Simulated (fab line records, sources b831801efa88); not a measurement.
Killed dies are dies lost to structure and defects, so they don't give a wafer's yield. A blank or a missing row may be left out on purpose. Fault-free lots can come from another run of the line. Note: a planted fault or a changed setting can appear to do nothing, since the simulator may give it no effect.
fab line records	flow sky130
record lots=13	wafers=39	lastDay=50
route steps=708 shown CONTACT@406 METAL4@632 VIA4@641 METAL5@661 PAD_OPEN@708
lots that met no fault: from a run of the same line without faults
startH: the number of hours between the record's first day and the start of the first shown wafer of the lot	waitH: hours from the lot's prior step to this one	" repeats the value in the row above	L1.1+2: a single row standing in for several wafers	- value missing, or start not given	* or withheld: withheld	< > ~ a bound
route shown NAME@n: NAME is a module with steps in the file, n the number in the route of the first one	usual: mean and standard deviation over wafers with no fault	same: alike in all rows	chamber/n: place in a boat	sites: each site's reading	_std_site: how widely they spread, as a standard deviation	_edge_site: mean of outer sites minus mean of inner sites	radiusMm: how far each site lies from the wafer's centre	mask NAME#n: copy n	behind: the most recent tool/chamber to have shaped the wafer	hold: reason for holding the lot/hours on hold/outcome of the hold	device: which transistor (n, p or np) failed to switch	end of line: tests run on the same wafers once the route is complete	for a step that has no rows: nothing shown but its recipe	killed: at the first sort, the dies lost to defects and structure; wafer yield is something else	map: the dies of a wafer, with x for killed, . for not killed, _ for no die there
set.NAME: the setting as run; set.NAME@STEP: as run at that earlier step	model.NAME: the simulator's own value behind a step, which no gauge read
a sample of lots followed through the steps of the route, with each step as a table and each wafer as a row
services: from which hour (startH, from the record's first day; less than 0 if before it) a tool's chamber was out of use, for how many hours, and why
## steps
# step SKY_CONTACT_CVD_00
# recipe material=Si3N4	targetThkNm=75	tempC=400	timeS=withheld	rfW=450
# usual heaterPowerW=693/85
lot.wafer	tool	chamber	startH	waitH	heaterPowerW
L635.1	pecvd-04	1	696.34	0.0	699
L635.2	"	2	"	"	647
L635.3	"	0	"	"	620
L636.2	pecvd-02	0	700.48	0.0	528
L636.3	"	2	"	"	706
L636.5	"	1	"	"	720
L640.2	pecvd-03	1	767.09	0.0	781
L640.4	"	0	"	"	730
L640.6	"	2	"	"	694
L639.4	pecvd-04	0	771.24	0.0	657
L639.5	"	1	"	"	650
L639.6	"	2	"	"	706
L641.1	pecvd-02	1	773.59	0.0	771
L641.3	"	2	"	"	690
L641.6	"	1	"	"	753
L642.1	pecvd-02	1	781.43	0.0	719
L642.5	"	1	"	"	729
L642.6	"	0	"	"	577
L643.3	pecvd-03	0	784.93	0.0	753
L643.4	"	0	"	"	747
L643.5	"	2	"	"	737
L645.3	pecvd-03	2	791.03	0.0	791
L645.5	"	2	"	"	784
L645.6	"	0	"	"	689
L647.1	pecvd-03	2	805.98	0.0	777
L647.2	"	0	"	"	860
L647.6	"	0	"	"	828
L649.1	pecvd-03	0	821.09	0.0	765
L649.3	"	2	"	"	797
L649.4	"	0	"	"	779
L651.1	pecvd-03	0	832.55	0.0	767
L651.2	"	2	"	"	655
L651.6	"	2	"	"	671
L656.1	pecvd-02	2	868.86	0.0	833
L656.3	"	1	"	"	683
L656.6	"	2	"	"	667
L658.1	pecvd-02	1	880.59	0.0	738
L658.2	"	2	"	"	732
L658.3	"	0	"	"	543
# step SKY_METAL4_ETCH_16
# recipe chemistry=N2/H2	target=BARC	ionEnergyEv=200	biasW=100	pressureMtorr=30	n2FlowSccm=100	h2FlowSccm=200	icpW=500	stopOn=SiO2	timeS=88.2	targetDepthA=600
# usual drypumpMotorCurrentA=5.3/0.35	h2FlowSccm=199.9/0.72	oesProductAu=0.626/0.0046	throttleValvePct=13.204/0.0087
lot.wafer	tool	chamber	startH	waitH	drypumpMotorCurrentA	h2FlowSccm	oesProductAu	rfHoursCounterH	throttleValvePct
L635.1	rieMetal-02	0	971.03	0.0	5.5	199.5	0.635	5	13.196
L635.2	"	1	"	"	5.6	200.8	0.620	5	13.214
L635.3	"	0	"	"	5.5	199.6	0.633	-	13.201
L636.2	rieMetal-02	0	973.52	0.0	5.5	199.8	0.620	5	13.198
L636.3	"	0	"	"	5.5	199.6	0.619	-	13.209
L636.5	"	0	"	"	5.5	200.7	0.620	-	13.203
L640.2	rieMetal-02	1	1030.73	0.0	5.6	200.3	0.622	8	13.205
L640.4	"	0	"	"	5.5	200.0	0.624	-	13.193
L640.6	"	0	"	"	5.5	200.3	0.628	-	13.196
L639.4	rieMetal-03	0	1032.20	0.0	4.7	200.7	0.620	-	13.202
L639.5	"	0	"	"	4.7	200.1	0.626	-	13.218
L639.6	"	1	"	"	5.4	199.7	0.626	-	13.202
L641.1	rieMetal-02	0	1037.38	0.0	5.5	198.6	0.629	8	13.207
L641.3	"	1	"	"	5.7	199.8	0.634	-	13.203
L641.6	"	1	"	"	5.7	200.3	0.630	-	13.195
L642.1	rieMetal-01	0	1042.45	0.0	5.3	199.4	0.614	7	13.213
L642.5	"	0	"	"	5.3	199.2	0.630	-	13.193
L642.6	"	1	"	"	4.7	199.4	0.628	-	13.204
L643.3	rieMetal-01	0	1046.53	0.0	5.3	199.5	0.626	-	13.217
L643.4	"	1	"	"	4.7	199.5	0.620	-	13.205
L643.5	"	0	"	"	5.3	200.0	0.629	-	13.215
L645.3	rieMetal-02	0	1049.77	0.0	5.5	199.6	0.630	-	13.202
L645.5	"	0	"	"	5.5	198.9	0.624	-	13.211
L645.6	"	1	"	"	5.6	199.2	0.620	-	13.194
L647.1	rieMetal-02	0	1061.65	0.0	5.5	200.0	0.631	9	13.205
L647.2	"	1	"	"	5.7	199.6	0.629	10	13.206
L647.6	"	1	"	"	5.7	199.6	0.628	-	13.201
L649.1	rieMetal-02	1	1074.55	0.0	5.7	199.3	0.618	11	13.183
L649.3	"	1	"	"	5.6	199.2	0.617	-	13.213
L649.4	"	0	"	"	5.5	200.4	0.625	-	13.195
L651.1	rieMetal-02	1	1084.70	0.0	5.6	199.5	0.625	11	13.191
L651.2	"	0	"	"	5.5	200.2	0.630	11	13.212
L651.6	"	1	"	"	5.6	197.3	0.634	-	13.209
L656.1	rieMetal-02	1	1114.17	0.0	5.6	199.9	0.628	14	13.211
L656.3	"	1	"	"	5.6	199.8	0.622	-	13.192
L656.6	"	1	"	"	5.6	199.4	0.633	-	13.190
L658.1	rieMetal-03	0	1121.78	0.0	4.7	199.7	0.629	25	13.208
L658.2	"	1	"	"	5.4	199.4	0.629	20	13.197
L658.3	"	1	"	"	5.4	200.1	0.629	-	13.201
# step SKY_VIA4_CMP_02
# recipe material=SiO2	downForcePsi=4	platenRpm=60	padVelocityMS=0.94248
# usual edgeZonePressureFrac=1.000/0.0043	motorCurrentA=11.3/1
lot.wafer	tool	chamber	startH	waitH	edgeZonePressureFrac	motorCurrentA
L635.1	cmp-02	2	972.20	0.1	1.007	11.6
L635.2	"	3	"	"	1.005	11.5
L635.3	"	1	"	"	1.001	11.1
L636.2	cmp-02	1	974.74	0.1	1.000	11.3
L636.3	"	3	"	"	0.993	11.1
L636.5	"	1	"	"	1.002	11.1
L640.2	cmp-01	1	1031.86	0.0	0.996	10.8
L640.4	"	0	"	"	0.998	13.1
L640.6	"	1	"	"	0.998	11.3
L639.4	cmp-01	2	1034.06	0.8	1.007	9.5
L639.5	"	0	"	"	0.993	12.5
L639.6	"	1	"	"	0.999	11.4
L641.1	cmp-01	0	1038.50	0.1	1.001	12.5
L641.3	"	2	"	"	1.002	9.6
L641.6	"	0	"	"	1.003	13.7
L642.1	cmp-01	3	1043.68	0.1	0.997	11.3
L642.5	"	1	"	"	1.001	10.6
L642.6	"	2	"	"	0.998	9.3
L643.3	cmp-02	3	1047.73	0.1	0.998	10.9
L643.4	"	0	"	"	0.998	10.8
L643.5	"	1	"	"	1.005	11.0
L645.3	cmp-01	0	1050.86	0.0	0.994	12.8
L645.6	"	0	"	"	0.996	13.5
L645.5	"	1	"	"	1.004	11.3
L647.2	cmp-01	3	1062.85	0.0	0.995	10.5
L647.1	"	2	"	"	1.003	9.0
L647.6	"	0	"	"	1.002	12.7
L649.4	cmp-02	2	1075.68	0.0	0.995	11.4
L649.1	"	3	"	"	1.005	11.2
L649.3	"	0	"	"	1.001	10.6
L651.1	cmp-01	3	1086.03	0.3	0.991	11.4
L651.2	"	1	"	"	1.002	10.8
L651.6	"	3	"	"	0.998	11.3
L656.1	cmp-02	3	1115.57	0.2	0.999	11.4
L656.3	"	1	"	"	1.000	10.9
L656.6	"	2	"	"	1.004	12.0
L658.1	cmp-02	0	1122.98	0.1	1.007	11.0
L658.3	"	1	"	"	0.997	11.2
L658.2	"	3	"	"	0.996	11.2
# step SKY_METAL5_SPUTTER_00
# recipe material=Ti	targetThkNm=15	powerW=3000	timeS=10	chamberPressurePa=0.4
# usual throttleValvePct=29.6/0.86
lot.wafer	tool	chamber	startH	waitH	throttleValvePct
L635.1	pvdSputter-02	-	997.53	0.2	31.7
L635.2	"	-	"	"	29.8
L635.3	"	-	"	"	29.8
L636.2	pvdSputter-04	-	999.69	0.2	30.0
L636.3	"	-	"	"	28.8
L636.5	"	-	"	"	29.0
L640.2	pvdSputter-02	-	1055.35	0.1	30.3
L640.4	"	-	"	"	30.1
L640.6	"	-	"	"	29.7
L639.4	pvdSputter-03	-	1057.56	0.1	29.7
L639.5	"	-	"	"	29.0
L639.6	"	-	"	"	30.2
L641.1	pvdSputter-03	-	1061.56	0.1	29.0
L641.3	"	-	"	"	29.6
L641.6	"	-	"	"	29.2
L642.1	pvdSputter-03	-	1066.93	0.1	30.0
L642.5	"	-	"	"	29.9
L642.6	"	-	"	"	28.9
L643.3	pvdSputter-04	-	1070.31	0.1	29.4
L643.4	"	-	"	"	29.1
L643.5	"	-	"	"	29.0
L645.3	pvdSputter-03	-	1074.13	0.2	30.1
L645.5	"	-	"	"	29.8
L645.6	"	-	"	"	29.2
L647.1	pvdSputter-03	-	1085.73	0.2	30.2
L647.2	"	-	"	"	29.7
L647.6	"	-	"	"	29.9
L649.1	pvdSputter-03	-	1097.05	0.1	30.1
L649.3	"	-	"	"	29.4
L649.4	"	-	"	"	29.8
L651.1	pvdSputter-03	-	1107.92	0.1	29.3
L651.2	"	-	"	"	29.1
L651.6	"	-	"	"	29.4
L656.1	pvdSputter-03	-	1136.91	0.1	29.3
L656.3	"	-	"	"	29.7
L656.6	"	-	"	"	29.8
L658.1	pvdSputter-03	-	1142.32	0.2	29.4
L658.2	"	-	"	"	28.9
L658.3	"	-	"	"	29.8
# step SKY_PAD_OPEN_PROBE_99
# usual killed_at_M0_to_M3=44/7.2	killed_at_M4_up=3.2/1.8	killedAtContacts=24/5.4	killedAtFrontEnd=15/4	killedAtOther=0.3/0.56	killedDies=87/9.2	killedOpen=47/7.3	killedShort=39/5.7
# same grossDies=492	killedAtBackSide=0
lot.wafer	tool	chamber	startH	waitH	killed_at_M0_to_M3	killed_at_M4_up	killedAtContacts	killedAtFrontEnd	killedAtOther	killedDies	killedOpen	killedShort
L649.1	prober-02	-	1158.57	0.1	56	2	30	15	1	104	51	53
L649.3	prober-02	-	1158.67	0.2	30	4	87	17	0	138	33	44
L649.4	prober-02	-	1158.72	0.2	41	1	23	18	0	83	40	43
L651.1	prober-02	-	1167.89	0.1	36	4	22	16	1	79	41	36
L651.2	prober-02	-	1167.94	0.1	31	2	94	13	0	140	36	39
L651.6	prober-02	-	1168.14	0.2	41	9	96	8	0	154	51	36
# killed by level:class
L649.1 VIA1:geometricParticle:open=14 CONTACT:geometricParticle:open=9 VIA1:geometricParticle:short=9 LOCAL_INTERCONNECT:geometricParticle:short=8 VIA3:geometricParticle:open=7 METAL1:geometricParticle:short=6 VIA3:geometricParticle:short=6 METAL2:geometricParticle:short=5
L649.3 CONTACT:unspecified=61 CONTACT:geometricParticle:short=10 FIELD_ISO:geometricParticle:short=7 CONTACT:geometricParticle:open=7 METAL1:geometricParticle:short=7 VIA2:geometricParticle:open=5 VIA1:geometricParticle:open=5 POLY_GATE:geometricParticle:short=4
L649.4 VIA1:geometricParticle:open=11 METAL2:geometricParticle:short=8 LI_CONTACT:geometricParticle:open=8 CONTACT:geometricParticle:open=6 POLY_GATE:geometricParticle:short=5 VIA1:geometricParticle:short=4 FIELD_ISO:geometricParticle:short=4 POLY_GATE:geometricParticle:open=4
L651.1 VIA1:geometricParticle:open=14 LI_CONTACT:geometricParticle:open=6 VIA3:geometricParticle:short=6 CONTACT:geometricParticle:short=5 CONTACT:geometricParticle:open=5 FIELD_ISO:geometricParticle:open=4 FIELD_ISO:geometricParticle:short=4 METAL2:geometricParticle:short=4
L651.2 CONTACT:unspecified=65 CONTACT:geometricParticle:open=8 VIA1:geometricParticle:open=8 CONTACT:geometricParticle:short=8 LI_CONTACT:geometricParticle:open=6 METAL1:geometricParticle:short=6 VIA2:geometricParticle:open=4 METAL2:geometricParticle:short=4
L651.6 CONTACT:unspecified=67 CONTACT:geometricParticle:open=14 VIA1:geometricParticle:open=10 LI_CONTACT:geometricParticle:open=9 VIA1:geometricParticle:short=7 FIELD_ISO:geometricParticle:short=5 METAL4:geometricParticle:short=5 VIA3:geometricParticle:short=4
## services
tool	chamber	startH	hours	kind
rieMetal-02	1	702.19	15.2	repair
pvdSputter-03	-	704.28	2.6	repair
pvdSputter-03	-	725.06	9.8	repair
cmp-02	-	733.77	5.8	pm
cmp-02	-	744.00	4.0	pm
cmp-02	-	800.81	1.5	repair
pecvd-03	-	809.52	1.2	repair
pvdSputter-03	-	821.82	2.6	repair
pecvd-03	1	829.42	6.5	repair
pvdSputter-03	-	831.59	0.9	repair
cmp-01	-	894.05	0.2	repair
cmp-01	-	912.13	4.0	pm
pecvd-03	1	919.06	5.3	repair
cmp-01	-	928.51	1.8	repair
pvdSputter-03	-	930.74	1.1	repair
rieMetal-02	1	932.22	12.3	repair
cmp-02	-	944.85	2.2	repair
cmp-01	-	956.91	4.2	pm
cmp-01	-	965.56	3.6	repair
pecvd-03	-	984.58	2.4	repair
rieMetal-02	-	993.80	2.8	pm
cmp-02	-	1019.46	16.0	pm
cmp-02	-	1035.44	6.1	pm
pvdSputter-03	-	1089.48	1.0	repair
## key
firstSign step=SKY_PAD_OPEN_PROBE_99	reading=killedAtContacts	direction=up	sigmas=13	usual=24	struck=92
effect step=SKY_PAD_OPEN_PROBE_99	reading=killedDies	direction=up	sigmas=6.2	usual=87	struck=144
metAt SKY_CONTACT_CVD_00
struckLots L649,L651
struckWafers L649.3,L651.2,L651.6
testerLeftOut L649,L651
notActingAt SKY_METAL4_ETCH_16,SKY_VIA4_CMP_02,SKY_METAL5_SPUTTER_00
onsetBetween 805.98 821.09
fault kind=chamberParticleSource	tool=pecvd-03	chamber=2	onsetH=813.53	steps=SKY_CONTACT_CVD_00	ratePerVisitCm2=1.243	endH=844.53
# testerLeftOut: of these lots the tester's yield and bins aren't shown, on N5 and GAA mostly nor the transistor test; their killed dies are dies lost to structure and defects alone, not to doping, threshold or leakage, so they don't give the yield
